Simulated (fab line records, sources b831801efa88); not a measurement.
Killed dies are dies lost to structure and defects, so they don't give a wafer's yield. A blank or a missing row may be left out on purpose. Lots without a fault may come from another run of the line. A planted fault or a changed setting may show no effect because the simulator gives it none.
One fault seen from 2 desks | flow sky130 | each desk has only its own numbers; what lay behind them comes last

THE METROLOGY DESK
What the gauges read, lot by lot, whatever tool the lot ran on: means of the sampled wafers that have a number. A lot is out of limits, marked OUT, if its mean lies more than 4 standard deviations from the usual mean; the brackets give that distance.
Columns: A = NWELL_RS at SKY_NWELL_RS_MEAS_29, usual 624.8 ohm/sq; B = PWDE_RS at SKY_NWELL_RS_MEAS_31, usual 5280 ohm/sq; C = cd_nm at SKY_VT_ADJUST_HVTP_CD_MEAS_07, usual 379.7 nm; D = VT_ADJUST_HVTP_OVL at SKY_VT_ADJUST_HVTP_OVL_MEAS_08, usual 1.4 nm
lot  | first seen here | A     | B    | C     | D
L359 | day 5 23:42     | 625.1 | 5292 | 382.3 | -0.0
L360 | day 6 02:16     | 626.2 | 5281 | 379.2 | 1.9
L363 | day 6 23:23     | 625.0 | 5260 | 380.7 | 0.2
L364 | day 7 01:19     | 623.0 | 5274 | 380.6 | 3.1
L372 | day 9 00:02     | 626.0 | 5231 | 384.4 | 2.5
L374 | day 9 18:52     | 624.3 | 5298 | 379.7 | 0.5
This desk's finding: nothing out of limits on any of the 6 lots.

THE TOOL OWNER'S DESK: implanter-03
The tool's own readings at SKY_VT_ADJUST_HVTP_IMPLANT_09: means of the sampled wafers that have a number, for each lot that ran on this tool. A lot is out of limits, marked OUT, if its mean lies more than 4 standard deviations from the usual mean; the brackets give that distance.
Columns: A = beam_energy_keV at SKY_VT_ADJUST_HVTP_IMPLANT_09, usual 149.99
lot  | first seen here | A
L359 | day 6 18:24     | 150.02
L363 | day 7 19:25     | 158.12 (+99 or more) OUT
L364 | day 7 21:12     | 158.12 (+99 or more) OUT
This desk's finding: out of limits on L363, L364; first on L363, day 7 19:25 (beam_energy_keV at SKY_VT_ADJUST_HVTP_IMPLANT_09). In limits: L359.

PUT TOGETHER
The tool owner's desk could have raised an alarm at day 7 19:25, on L363, L364.
The metrology desk saw nothing out of limits.
The metrology desk has L363, L364 on record, within its limits.
Of the lots named, all ran SKY_VT_ADJUST_HVTP_IMPLANT_09 on implanter-03.

WHAT THE SIMULATOR HAD PUT IN
Process parameter drift: implanter-03, from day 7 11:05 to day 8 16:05, at SKY_VT_ADJUST_HVTP_IMPLANT_09. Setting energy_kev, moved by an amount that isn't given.
Lots struck among those shown: L363, L364.
Hours from the fault's start to each desk's first reading out of limits: the tool owner's desk, 8.
